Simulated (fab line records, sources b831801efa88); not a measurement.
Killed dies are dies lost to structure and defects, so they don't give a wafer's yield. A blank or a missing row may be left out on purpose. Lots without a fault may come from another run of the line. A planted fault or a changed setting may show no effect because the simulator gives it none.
A struck lot beside a sound one | flow sfq_line | 15 steps out of a route of 325
Sound: wafers L218.3, L218.4, L218.5. Struck: wafer L226.3. (L226.4, L226.6 of the same lot were not struck and are left out.) The cause comes at the end.
At each step with rows: each side's tool, then ch and its chambers, then its first start. Under that, the readings that differ: sound wafers | struck wafers | difference of the means | sigmas: that difference in standard deviations of wafers without a fault.
alike: readings whose means differ by less than 2 such deviations, and words and numbers that are the same on both sides. not compared: withheld readings, readings that some wafer has no value for, bounds like >300 that may hide the same value, and numbers for which the record gives no deviation and whose values overlap.
The two part at a step that has a row with sigmas, a row that says differs or no value, or rows on one side only. Numbers that don't overlap but have no deviation are shown without sigmas and don't part them. A reading that every wafer of one side lacks parts them only if that side has two wafers or more.

SFQ_TRILAYER_R5_DEP_SPUTTER_132: material Ti, target thk 5 nm, time 5 s.
  sound on pvd_sputter-06, day 56 12:13; struck on pvd_sputter-05, day 63 21:38
  alike: throttle_valve_pct
SFQ_TRILAYER_R5_DEP_SPUTTER_133: material MoNx, target thk 40 nm, time 66.7 s.
  sound on pvd_sputter-06, day 56 12:14; struck on pvd_sputter-05, day 63 21:39
  alike: throttle_valve_pct
SFQ_TRILAYER_R5_DEP_SPUTTER_134: material Ti, target thk 5 nm, time 5 s.
  sound on pvd_sputter-06, day 56 12:17; struck on pvd_sputter-05, day 63 21:42
  alike: throttle_valve_pct
SFQ_R5_RS_MEAS_933: measures by four-point-probe.
  sound on film_metro-01, day 56 12:21; struck on film_metro-02, day 63 21:46
  reading             | sound          | struck | difference | sigmas
  R5_MONX_RS (ohm/sq) | 7.19 7.24 7.19 | 7.01   | -0.20      | -2
SFQ_R5_THK_MEAS_934: measures by xrf.
  sound on film_metro-01, day 56 12:27; struck on film_metro-02, day 63 21:52
  reading          | sound          | struck | difference | sigmas
  R5_MONX_THK (nm) | 38.9 38.0 38.5 | 39.8   | +1.3       | +3
then, 6 steps without rows for these wafers: SFQ_TRILAYER_R5_LITHO_COAT_141 (resist thk 62 nm); SFQ_TRILAYER_R5_LITHO_COAT_136 (resist thk 600 nm); SFQ_TRILAYER_R5_LITHO_SOFTBAKE_140; SFQ_TRILAYER_R5_LITHO_EXPOSE_137 (exposes mask R5, target cd 500 nm); SFQ_TRILAYER_R5_LITHO_PEB_139 (peb time 60 s); SFQ_TRILAYER_R5_LITHO_DEVELOP_138 (time 60 s).
SFQ_R5_OVL_MEAS_935:
  sound on overlay-02, day 57 13:24; struck on overlay-02, day 64 06:34
  alike: R5_OVL
SFQ_TRILAYER_R5_BARC_OPEN_METAL_ETCH_177: etches BARC in O2, target depth 125 nm, time 41.7 s.
  sound on rie_metal-02 ch 0,1, day 57 13:27; struck on rie_metal-02 ch 1, day 64 06:37
  reading                                             | sound             | struck | difference | sigmas
  oes_product_au (a.u.)                               | 0.691 0.681 0.685 | 0.759  | +0.073     | +17
  run_length_s (s)                                    | 70.6 70.6 70.5    | 64.7   | -5.9       | -13
  model.KrF_of_TRILAYER_R5_LITHO_COAT_136.thk_nm (nm) | 527.1 523.6 525.5 | 533.8  | +8.4       |
  alike: drypump_motor_current_A
  not compared: rf_fwd_power_W, rf_hours_counter_h
SFQ_TRILAYER_R5_ETCH_METAL_ETCH_139: etches the open film in Cl2, stops on SiO2, target depth 60 nm, time 40 s.
  sound on rie_metal-02 ch 0,1, day 57 13:30; struck on rie_metal-02 ch 1, day 64 06:40
  reading                                             | sound             | struck | difference | sigmas
  rf_fwd_power_W (W)                                  | 598 592 588       | 600    | +7         | +2
  model.KrF_of_TRILAYER_R5_LITHO_COAT_136.thk_nm (nm) | 503.8 499.7 501.7 | 510    | +8         |
  alike: drypump_motor_current_A, oes_product_au, run_length_s
  not compared: rf_hours_counter_h
SFQ_TRILAYER_R5_STRIP_STRIP_140: strips in O2.
  sound on rie_metal-02 ch 0,1, day 57 13:44; struck on rie_metal-02 ch 1, day 64 06:55
  alike: drypump_motor_current_A, oes_product_au
  not compared: rf_hours_counter_h

WHERE THEY PART
First at SFQ_R5_RS_MEAS_933; last, within this record, at SFQ_TRILAYER_R5_ETCH_METAL_ETCH_139. Later steps at which nothing parts them and some readings are alike: SFQ_TRILAYER_R5_STRIP_STRIP_140.

WHY: what the simulator had put in
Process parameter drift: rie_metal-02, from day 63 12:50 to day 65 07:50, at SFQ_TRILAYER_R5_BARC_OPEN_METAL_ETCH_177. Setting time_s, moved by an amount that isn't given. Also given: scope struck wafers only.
